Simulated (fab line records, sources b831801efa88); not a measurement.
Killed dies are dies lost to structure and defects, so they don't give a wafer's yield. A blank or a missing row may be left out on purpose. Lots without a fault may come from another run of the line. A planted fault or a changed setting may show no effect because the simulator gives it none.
fab line records | flow gf180mcu
record lots=24 wafers=72 last_day=34
route steps=602 shown V1@338 V2@404 M3@412 M4@458 V4@490 MIM@503
lots that met no fault: from a run of the same line without faults
start_h: hours from the record's first day to the start of the lot's first wafer shown | wait_h: hours since the lot's step before | " the same as in the row above | L1.1+2: a row that stands for several wafers | - no value, or no start given | * or withheld: withheld | < > ~ a bound
route shown NAME@n: a module of which the file shows steps, and the number in the route of the first | usual: mean/standard deviation of fault-free wafers | same: alike in all rows | chamber/n: place in a boat | sites: the reading at each site | _std_site: their standard deviation | _edge_site: outer sites' mean less inner sites' | radius_mm: how far each site lies from the wafer's centre | mask NAME#n: copy n | behind: the tool/chamber that last shaped the wafer | hold: why the lot was held/for how many hours/how that ended | device: the transistor (n, p or np) that didn't switch | end of line: the same wafers' tests at the end of the route | a step without rows: its recipe alone | killed: dies lost to structure and defects at the first sort, not the wafer's yield | map: a wafer's dies, x killed, . not, _ none there
set.NAME: the setting as run; set.NAME@STEP: as run at that earlier step | model.NAME: the simulator's own value behind a step, which no gauge read
steps of the route over a sample of lots; a table a step, a row a wafer
services: from which hour (start_h, from the record's first day; less than 0 if before it) a tool's chamber was out of use, for how many hours, and why
## steps
# step GF_V1_THK_MEAS_03
# recipe reads=SiO2_of_V1_CVD_02
# usual V1_CVD_02_THK=852/9.3
# columns lot.wafer tool chamber start_h wait_h V1_CVD_02_THK[nm]
L074.4 film_metro-02 - 384.31 0.0 856
L074.5 " - " " 861
L074.6 " - " " 853
L075.2 film_metro-01 - 395.45 0.0 851
L075.4 " - " " 863
L075.6 " - " " 870
L076.1 film_metro-01 - 399.77 0.0 855
L076.2 " - " " 851
L076.6 " - " " 867
L077.2 film_metro-02 - 403.51 0.1 844
L077.5 " - " " 847
L077.6 " - " " 854
L078.2 film_metro-01 - 419.75 0.0 840
L078.3 " - " " 850
L078.6 " - " " 843
L079.1 film_metro-02 - 428.29 0.0 853
L079.3 " - " " 848
L079.6 " - " " 864
L080.1 film_metro-01 - 438.63 0.0 832
L080.5 " - " " 854
L080.6 " - " " 858
L081.1 film_metro-04 - 449.92 0.0 845
L081.4 " - " " 847
L081.5 " - " " 853
L082.3 film_metro-02 - 460.94 0.1 855
L082.5 " - " " 870
L082.6 " - " " 870
L083.3 film_metro-02 - 467.85 0.1 848
L083.4 " - " " 855
L083.5 " - " " 858
L084.2 film_metro-01 - 483.85 0.1 854
L084.3 " - " " 850
L084.6 " - " " 852
L085.1 film_metro-02 - 494.50 0.1 839
L085.5 " - " " 845
L085.6 " - " " 847
L086.1 film_metro-02 - 494.83 0.0 849
L086.2 " - " " 845
L086.3 " - " " 833
L087.3 film_metro-01 - 502.64 0.1 853
L087.5 " - " " 853
L087.6 " - " " 851
L088.1 film_metro-04 - 514.23 0.0 847
L088.3 " - " " 850
L088.5 " - " " 861
L089.2 film_metro-02 - 524.90 0.0 851
L089.3 " - " " 838
L089.6 " - " " 860
L090.1 film_metro-04 - 533.74 0.0 842
L090.4 " - " " 871
L090.6 " - " " 858
L091.1 film_metro-01 - 537.99 0.0 847
L091.4 " - " " 863
L091.6 " - " " 860
L092.1 film_metro-01 - 546.55 0.1 845
L092.2 " - " " 839
L092.3 " - " " 865
L093.2 film_metro-01 - 551.70 0.0 834
L093.3 " - " " 838
L093.6 " - " " 853
L094.1 film_metro-04 - 560.48 0.0 848
L094.3 " - " " 847
L094.4 " - " " 857
L095.2 film_metro-02 - 565.52 0.0 853
L095.5 " - " " 868
L095.6 " - " " 868
L096.1 film_metro-04 - 572.77 0.0 851
L096.4 " - " " 854
L096.6 " - " " 862
L097.4 film_metro-01 - 580.30 0.0 849
L097.5 " - " " 845
L097.6 " - " " 853
# step GF_V2_SPUTTER_22
# recipe material=TiN target_thk_nm=10 chamber_pressure_pa=5 power_w=4000 time_s=40
# usual throttle_valve_pct=29.9/1.3
# columns lot.wafer tool chamber start_h wait_h throttle_valve_pct
L074.4 pvd_sputter-02 - 459.99 0.0 31.1
L074.5 " - " " 28.1
L074.6 " - " " 30.2
L075.2 pvd_sputter-04 - 471.67 0.0 27.3
L075.4 " - " " 30.0
L075.6 " - " " 30.0
L076.1 pvd_sputter-03 - 475.62 0.0 30.0
L076.2 " - " " 31.5
L076.6 " - " " 30.0
L077.2 pvd_sputter-02 - 479.67 0.0 31.6
L077.5 " - " " 28.0
L077.6 " - " " 30.0
L078.2 pvd_sputter-04 - 505.04 0.0 29.9
L078.3 " - " " 27.1
L078.6 " - " " 27.2
L079.1 pvd_sputter-02 - 505.49 0.0 28.3
L079.3 " - " " 30.4
L079.6 " - " " 29.8
L080.1 pvd_sputter-03 - 514.99 0.0 30.2
L080.5 " - " " 30.3
L080.6 " - " " 29.7
L081.1 pvd_sputter-02 - 526.35 0.0 30.1
L081.4 " - " " 28.1
L081.5 " - " " 30.9
L082.3 pvd_sputter-04 - 537.51 0.0 31.0
L082.5 " - " " 30.1
L082.6 " - " " 27.3
L083.3 pvd_sputter-03 - 543.21 0.0 31.0
L083.4 " - " " 30.0
L083.5 " - " " 30.2
L084.2 pvd_sputter-04 - 557.55 0.0 30.2
L084.3 " - " " 31.1
L084.6 " - " " 30.9
L085.1 pvd_sputter-02 - 567.98 0.0 29.9
L085.5 " - " " 30.1
L085.6 " - " " 31.4
L086.1 pvd_sputter-04 - 568.99 0.0 30.0
L086.2 " - " " 29.8
L086.3 " - " " 27.1
L087.3 pvd_sputter-02 - 575.84 0.0 31.0
L087.5 " - " " 31.3
L087.6 " - " " 31.4
L088.1 pvd_sputter-03 - 585.05 0.0 30.0
L088.3 " - " " 31.0
L088.5 " - " " 30.2
L089.2 pvd_sputter-03 - 594.99 0.0 31.2
L089.3 " - " " 30.4
L089.6 " - " " 30.0
L090.1 pvd_sputter-04 - 603.99 0.0 30.7
L090.4 " - " " 29.8
L090.6 " - " " 30.0
L091.1 pvd_sputter-03 - 607.89 0.0 30.4
L091.4 " - " " 29.9
L091.6 " - " " 30.2
L092.1 pvd_sputter-02 - 615.89 0.0 31.4
L092.2 " - " " 31.1
L092.3 " - " " 28.2
L093.2 pvd_sputter-04 - 619.72 0.0 31.0
L093.3 " - " " 29.9
L093.6 " - " " 30.8
L094.1 pvd_sputter-04 - 628.40 0.0 30.7
L094.3 " - " " 30.0
L094.4 " - " " 27.0
L095.2 pvd_sputter-02 - 633.32 0.0 31.2
L095.5 " - " " 30.2
L095.6 " - " " 31.8
L096.1 pvd_sputter-04 - 639.40 0.0 30.8
L096.4 " - " " 30.2
L096.6 " - " " 29.9
L097.4 pvd_sputter-02 - 647.22 0.0 31.7
L097.5 " - " " 31.1
L097.6 " - " " 28.2
# step GF_M3_SPUTTER_03
# recipe material=Ti target_thk_nm=10 substrate_temp_c=300 chamber_pressure_pa=0.3 power_w=3000 time_s=6.7
# usual throttle_valve_pct=30.3/1
# columns lot.wafer tool chamber start_h wait_h throttle_valve_pct
L074.4 pvd_sputter-01 - 460.79 0.0 30.7
L074.5 " - " " 29.1
L074.6 " - " " 31.1
L075.2 pvd_sputter-01 - 472.47 0.0 31.0
L075.4 " - " " 28.9
L075.6 " - " " 30.9
L076.1 pvd_sputter-02 - 476.43 0.0 29.8
L076.2 " - " " 28.3
L076.6 " - " " 31.4
L077.2 pvd_sputter-01 - 480.47 0.0 28.8
L077.5 " - " " 30.8
L077.6 " - " " 30.9
L078.2 pvd_sputter-03 - 505.84 0.0 29.8
L078.3 " - " " 30.1
L078.6 " - " " 30.4
L079.1 pvd_sputter-01 - 506.44 0.0 30.5
L079.3 " - " " 30.8
L079.6 " - " " 30.3
L080.1 pvd_sputter-02 - 515.78 0.0 28.3
L080.5 " - " " 30.0
L080.6 " - " " 27.8
L081.1 pvd_sputter-02 - 527.14 0.0 28.1
L081.4 " - " " 29.9
L081.5 " - " " 30.4
L082.3 pvd_sputter-03 - 538.31 0.0 30.1
L082.5 " - " " 31.0
L082.6 " - " " 30.4
L083.3 pvd_sputter-01 - 544.01 0.0 31.0
L083.4 " - " " 30.5
L083.5 " - " " 31.1
L084.2 pvd_sputter-02 - 558.34 0.0 30.0
L084.3 " - " " 31.8
L084.6 " - " " 31.0
L085.1 pvd_sputter-03 - 568.77 0.0 29.9
L085.5 " - " " 30.1
L085.6 " - " " 30.9
L086.1 pvd_sputter-01 - 569.79 0.0 30.9
L086.2 " - " " 28.7
L086.3 " - " " 30.4
L087.3 pvd_sputter-01 - 576.63 0.0 30.5
L087.5 " - " " 30.9
L087.6 " - " " 28.6
L088.1 pvd_sputter-02 - 585.84 0.0 30.1
L088.3 " - " " 28.3
L088.5 " - " " 31.2
L089.2 pvd_sputter-02 - 595.79 0.0 31.5
L089.3 " - " " 30.0
L089.6 " - " " 30.2
L090.1 pvd_sputter-01 - 604.78 0.0 28.6
L090.4 " - " " 30.9
L090.6 " - " " 30.9
L091.1 pvd_sputter-01 - 608.68 0.0 28.9
L091.4 " - " " 29.1
L091.6 " - " " 30.3
L092.1 pvd_sputter-03 - 616.68 0.0 30.1
L092.2 " - " " 30.1
L092.3 " - " " 31.2
L093.2 pvd_sputter-02 - 620.51 0.0 31.0
L093.3 " - " " 30.1
L093.6 " - " " 30.8
L094.1 pvd_sputter-02 - 629.19 0.0 29.9
L094.3 " - " " 31.1
L094.4 " - " " 28.0
L095.2 pvd_sputter-03 - 634.11 0.0 29.8
L095.5 " - " " 30.1
L095.6 " - " " 31.3
L096.1 pvd_sputter-02 - 640.23 0.0 31.8
L096.4 " - " " 29.9
L096.6 " - " " 31.1
L097.4 pvd_sputter-02 - 648.01 0.0 28.0
L097.5 " - " " 31.9
L097.6 " - " " 31.1
# step GF_M4_SPUTTER_02
# recipe material=AlCu target_thk_nm=450 power_w=10600 time_s=23.9 chamber_pressure_pa=0.4
# usual throttle_valve_pct=30.0/1.1
# columns lot.wafer tool chamber start_h wait_h throttle_valve_pct
L074.4 pvd_sputter-01 - 512.84 0.0 31.0
L074.5 " - " " 29.1
L074.6 " - " " 30.6
L075.2 pvd_sputter-04 - 523.93 0.0 29.8
L075.4 " - " " 30.9
L075.6 " - " " 30.8
L076.1 pvd_sputter-04 - 527.18 0.0 27.2
L076.2 " - " " 30.0
L076.6 " - " " 30.2
L077.2 pvd_sputter-01 - 531.22 0.0 31.0
L077.5 " - " " 30.8
L077.6 " - " " 31.0
L078.2 pvd_sputter-01 - 555.34 0.0 30.1
L078.3 " - " " 31.2
L078.6 " - " " 30.3
L079.1 pvd_sputter-04 - 555.38 0.0 30.1
L079.3 " - " " 30.8
L079.6 " - " " 27.3
L080.1 pvd_sputter-03 - 564.48 0.0 29.8
L080.5 " - " " 30.2
L080.6 " - " " 30.0
L081.1 pvd_sputter-01 - 574.48 0.0 30.4
L081.4 " - " " 30.9
L081.5 " - " " 30.7
L082.3 pvd_sputter-04 - 585.61 0.0 27.0
L082.5 " - " " 30.2
L082.6 " - " " 29.9
L083.3 pvd_sputter-03 - 591.13 0.0 30.2
L083.4 " - " " 29.9
L083.5 " - " " 30.0
L084.2 pvd_sputter-04 - 605.34 0.0 30.8
L084.3 " - " " 27.3
L084.6 " - " " 31.2
L085.1 pvd_sputter-03 - 614.48 0.0 30.3
L085.5 " - " " 30.3
L085.6 " - " " 30.8
L086.1 pvd_sputter-01 - 616.94 0.0 30.5
L086.2 " - " " 28.8
L086.3 " - " " 31.0
L087.3 pvd_sputter-03 - 621.59 0.0 30.8
L087.5 " - " " 31.3
L087.6 " - " " 30.0
L088.1 pvd_sputter-04 - 630.59 0.0 30.8
L088.3 " - " " 27.2
L088.5 " - " " 30.3
L089.2 pvd_sputter-04 - 640.13 0.0 30.3
L089.3 " - " " 27.1
L089.6 " - " " 31.0
L090.1 pvd_sputter-03 - 648.18 0.0 31.1
L090.4 " - " " 30.2
L090.6 " - " " 29.7
L091.1 pvd_sputter-04 - 652.52 0.0 30.5
L091.4 " - " " 29.8
L091.6 " - " " 31.1
L092.1 pvd_sputter-03 - 658.53 0.0 30.4
L092.2 " - " " 30.9
L092.3 " - " " 30.4
L093.2 pvd_sputter-03 - 663.98 0.0 30.2
L093.3 " - " " 31.1
L093.6 " - " " 29.8
L094.1 pvd_sputter-03 - 671.44 0.0 30.1
L094.3 " - " " 30.1
L094.4 " - " " 31.1
L095.2 pvd_sputter-03 - 675.41 0.0 30.1
L095.5 " - " " 30.0
L095.6 " - " " 29.9
L096.1 pvd_sputter-04 - 681.74 0.0 29.9
L096.4 " - " " 29.8
L096.6 " - " " 31.0
L097.4 pvd_sputter-03 - 689.02 0.0 30.1
L097.5 " - " " 31.3
L097.6 " - " " 30.1
# step GF_V4_CD_MEAS_14
# recipe target_cd_nm=260
# usual cd_nm=260.2/1.2
# columns lot.wafer tool chamber start_h wait_h cd_nm
L074.4 cd_sem-01 - 560.54 0.1 258.2
L074.5 " - " " 258.6
L074.6 " - " " 257.7
L075.2 cd_sem-01 - 570.65 0.1 260.2
L075.4 " - " " 258.9
L075.6 " - " " 258.6
L076.1 cd_sem-02 - 573.06 0.1 260.3
L076.2 " - " " 262.0
L076.6 " - " " 260.5
L077.2 cd_sem-02 - 577.66 0.1 260.6
L077.5 " - " " 260.4
L077.6 " - " " 261.0
L078.2 cd_sem-02 - 598.83 0.1 262.5
L078.3 " - " " 261.5
L078.6 " - " " 262.7
L079.1 cd_sem-02 - 599.34 0.1 262.1
L079.3 " - " " 260.6
L079.6 " - " " 261.4
L080.1 cd_sem-02 - 607.96 0.1 258.6
L080.5 " - " " 261.3
L080.6 " - " " 260.8
L081.1 cd_sem-01 - 617.88 0.1 258.4
L081.4 " - " " 259.6
L081.5 " - " " 259.3
L082.3 cd_sem-01 - 628.78 0.1 259.8
L082.5 " - " " 259.9
L082.6 " - " " 261.1
L083.3 cd_sem-02 - 634.15 0.1 261.3
L083.4 " - " " 261.6
L083.5 " - " " 262.4
L084.2 cd_sem-02 - 646.90 0.1 259.9
L084.3 " - " " 258.0
L084.6 " - " " 258.9
L085.1 cd_sem-01 - 655.48 0.1 259.4
L085.5 " - " " 258.7
L085.6 " - " " 259.1
L086.1 cd_sem-01 - 657.75 0.2 261.4
L086.2 " - " " 261.7
L086.3 " - " " 262.1
L087.3 cd_sem-01 - 663.35 0.1 260.4
L087.5 " - " " 261.0
L087.6 " - " " 260.9
L088.1 cd_sem-01 - 671.88 0.1 260.0
L088.3 " - " " 260.4
L088.5 " - " " 259.9
L089.2 cd_sem-01 - 679.93 0.1 262.4
L089.3 " - " " 259.9
L089.6 " - " " 260.4
L090.1 cd_sem-02 - 688.34 0.1 259.6
L090.4 " - " " 259.8
L090.6 " - " " 259.7
L091.1 cd_sem-01 - 692.26 0.1 258.7
L091.4 " - " " 259.0
L091.6 " - " " 258.5
L092.1 cd_sem-01 - 697.63 0.1 260.8
L092.2 " - " " 259.6
L092.3 " - " " 260.2
L093.2 cd_sem-01 - 702.20 0.1 260.5
L093.3 " - " " 259.4
L093.6 " - " " 259.2
L094.1 cd_sem-01 - 709.93 0.1 259.9
L094.3 " - " " 259.5
L094.4 " - " " 259.9
L095.2 cd_sem-01 - 714.08 0.1 259.7
L095.5 " - " " 260.3
L095.6 " - " " 259.1
L096.1 cd_sem-02 - 719.64 0.1 260.9
L096.4 " - " " 261.5
L096.6 " - " " 262.5
L097.4 cd_sem-02 - 725.47 0.1 260.2
L097.5 " - " " 260.3
L097.6 " - " " 259.2
# step GF_MIM_SPUTTER_00
# recipe material=Ti target_thk_nm=37.5 arriving_ion_energy_ev=80 substrate_temp_c=200 chamber_pressure_pa=2 power_w=4000 time_s=150
# usual throttle_valve_pct=30.3/0.99
# columns lot.wafer tool chamber start_h wait_h throttle_valve_pct
L074.4 pvd_sputter-03 - 562.00 0.2 30.1
L074.5 " - " " 30.1
L074.6 " - " " 30.1
L075.2 pvd_sputter-03 - 572.18 0.2 31.3
L075.4 " - " " 30.5
L075.6 " - " " 30.2
L076.1 pvd_sputter-02 - 574.65 0.1 30.0
L076.2 " - " " 31.8
L076.6 " - " " 28.3
L077.2 pvd_sputter-02 - 579.15 0.1 28.0
L077.5 " - " " 29.9
L077.6 " - " " 31.9
L078.2 pvd_sputter-02 - 600.39 0.1 31.2
L078.3 " - " " 30.0
L078.6 " - " " 28.2
L079.1 pvd_sputter-03 - 600.92 0.2 31.0
L079.3 " - " " 29.9
L079.6 " - " " 31.0
L080.1 pvd_sputter-02 - 609.48 0.1 30.9
L080.5 " - " " 31.6
L080.6 " - " " 30.8
L081.1 pvd_sputter-01 - 619.46 0.2 31.3
L081.4 " - " " 30.6
L081.5 " - " " 28.8
L082.3 pvd_sputter-03 - 630.25 0.2 29.9
L082.5 " - " " 30.3
L082.6 " - " " 30.9
L083.3 pvd_sputter-02 - 635.62 0.2 29.8
L083.4 " - " " 28.2
L083.5 " - " " 31.4
L084.2 pvd_sputter-02 - 648.43 0.2 31.1
L084.3 " - " " 28.2
L084.6 " - " " 30.2
L085.1 pvd_sputter-03 - 657.03 0.1 30.2
L085.5 " - " " 31.2
L085.6 " - " " 30.0
L086.1 pvd_sputter-03 - 659.26 0.1 30.8
L086.2 " - " " 30.0
L086.3 " - " " 30.0
L087.3 pvd_sputter-02 - 664.82 0.2 28.3
L087.5 " - " " 31.4
L087.6 " - " " 30.0
L088.1 pvd_sputter-03 - 673.39 0.1 30.1
L088.3 " - " " 30.0
L088.5 " - " " 30.1
L089.2 pvd_sputter-03 - 681.42 0.1 29.6
L089.3 " - " " 31.0
L089.6 " - " " 30.1
L090.1 pvd_sputter-03 - 689.86 0.1 30.1
L090.4 " - " " 30.1
L090.6 " - " " 30.1
L091.1 pvd_sputter-02 - 693.77 0.1 31.2
L091.4 " - " " 28.3
L091.6 " - " " 31.1
L092.1 pvd_sputter-02 - 699.49 0.2 28.3
L092.2 " - " " 30.0
L092.3 " - " " 31.6
L093.2 pvd_sputter-03 - 704.04 0.1 29.9
L093.3 " - " " 31.1
L093.6 " - " " 30.2
L094.1 pvd_sputter-01 - 711.44 0.1 31.1
L094.3 " - " " 30.8
L094.4 " - " " 30.2
L095.2 pvd_sputter-01 - 715.57 0.2 30.4
L095.5 " - " " 31.0
L095.6 " - " " 29.0
L096.1 pvd_sputter-02 - 721.37 0.1 27.9
L096.4 " - " " 30.0
L096.6 " - " " 30.8
L097.4 pvd_sputter-02 - 726.96 0.2 28.0
L097.5 " - " " 30.0
L097.6 " - " " 31.6
## services
# columns tool chamber start_h hours kind
pvd_sputter-02 2 439.06 - consumable_replace:kit
pvd_sputter-02 2 439.06 18.0 scheduled_down
pvd_sputter-02 2 439.06 18.0 vent_cycle
pvd_sputter-04 - 473.86 1.9 repair
pvd_sputter-04 2 479.61 - consumable_replace:kit
pvd_sputter-04 2 479.61 18.0 scheduled_down
pvd_sputter-04 2 479.61 18.0 vent_cycle
pvd_sputter-01 - 490.23 2.8 repair
pvd_sputter-01 - 537.96 0.8 repair
pvd_sputter-02 - 581.17 1.5 repair
pvd_sputter-03 1 603.82 - consumable_replace:kit
pvd_sputter-03 1 603.82 18.0 scheduled_down
pvd_sputter-03 1 603.82 18.0 vent_cycle
pvd_sputter-01 - 625.85 65.9 repair
pvd_sputter-03 - 638.32 5.5 repair
pvd_sputter-01 - 663.16 5.6 repair
pvd_sputter-04 - 690.89 2.5 repair
pvd_sputter-03 0 691.05 - consumable_replace:kit
pvd_sputter-03 0 691.05 18.0 scheduled_down
pvd_sputter-03 0 691.05 18.0 vent_cycle
pvd_sputter-02 1 699.71 - consumable_replace:kit
pvd_sputter-02 1 699.71 18.0 scheduled_down
pvd_sputter-02 1 699.71 18.0 vent_cycle
pvd_sputter-03 - 722.21 1.1 repair
## key
fault none
